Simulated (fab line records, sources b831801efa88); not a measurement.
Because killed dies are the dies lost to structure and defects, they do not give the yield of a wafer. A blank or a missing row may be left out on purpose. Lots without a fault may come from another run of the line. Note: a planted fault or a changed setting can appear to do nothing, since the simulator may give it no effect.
Code-filled problem report in 8D (eight disciplines) form | flow gf180mcu | the parts of the form that need people (team, actions taken, sign-off) are left out

== 1. WHAT IS WRONG ==
Wafers without a fault read 469 s, standard deviation 4.2; run length s at GF_SAB_WET_ETCH_12 reads a mean of 380 s on 6 wafers belonging to 2 lots. That is -21 standard deviations from the usual mean.
The step: etches SiO2 in dHF, target depth 22 nm, time 440 s.
The first sign was on wafer L867.3 at day 21 21:01, on wet bench-02. The record has a number at this step for 42 wafers belonging to 14 lots. Rule for "out" (also "out of limits"): further than 4 standard deviations from the usual mean. The other wafers with a number count as sound.

== 2. WHAT THIS IS AND IS NOT ==
question                    | is                     | is not
which readings at this step | run length s           | -
which lots                  | L867, L868             | L850, L852, L853, L854, L855, L856, L857, L858, L859, L863, L869, L871
which wafers of those lots  | all that have a number | -
read on which tools         | wet bench-02           | wet bench-03, wet bench-04
when                        | from day 21 21:01      | up to then (30 sound wafers); but 6 sound wafers of L869, L871 came after

== 3. THE SUSPECTS, EACH WITH WHAT RULES IT OUT ==
Counting: a tool at a process step up to the reading stays a suspect if it ran every lot that is out and no sound lot after the first of them.
- wet bench-02 at GF_SAB_WET_ETCH_12 (etches SiO2 in dHF, target depth 22 nm, time 440 s): kept. Every lot that is out went through it, starting with L867 (day 21 21:01), and after that it ran no sound lot; the last sound lot it ran before then is L859 (day 18 14:34). Its own readings are out on those wafers: run length s.
After counting, what remains is wet bench-02 at GF_SAB_WET_ETCH_12.

== 4. THE CAUSE (what the simulator had put in) ==
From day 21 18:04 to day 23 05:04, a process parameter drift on wet bench-02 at GF_SAB_WET_ETCH_12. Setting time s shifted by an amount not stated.
Only this tool survived the counting.

== 5. THE EFFECT CHAIN, in route order ==
Each row: a reading where the mean over the struck wafers with a number is more than 3 standard deviations away from the usual. Scope: only readings with a usual standard deviation given in the record; hours: median across lots of the time from each lot's start at the first step in this table that gives one to its start at this step; sigmas: change in usual standard deviations.
hours | step               | reading      | usual | on struck wafers | change | sigmas
0     | GF_SAB_WET_ETCH_12 | run length s | 469 s | 380              | -89    | -21
The process steps in it:
- GF_SAB_WET_ETCH_12: etches SiO2 in dHF, target depth 22 nm, time 440 s.

== 6. WHAT WOULD HAVE CAUGHT IT SOONER ==
The fault began at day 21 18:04; the first out-of-limits reading in this record came at day 21 21:01, 3 hours later.
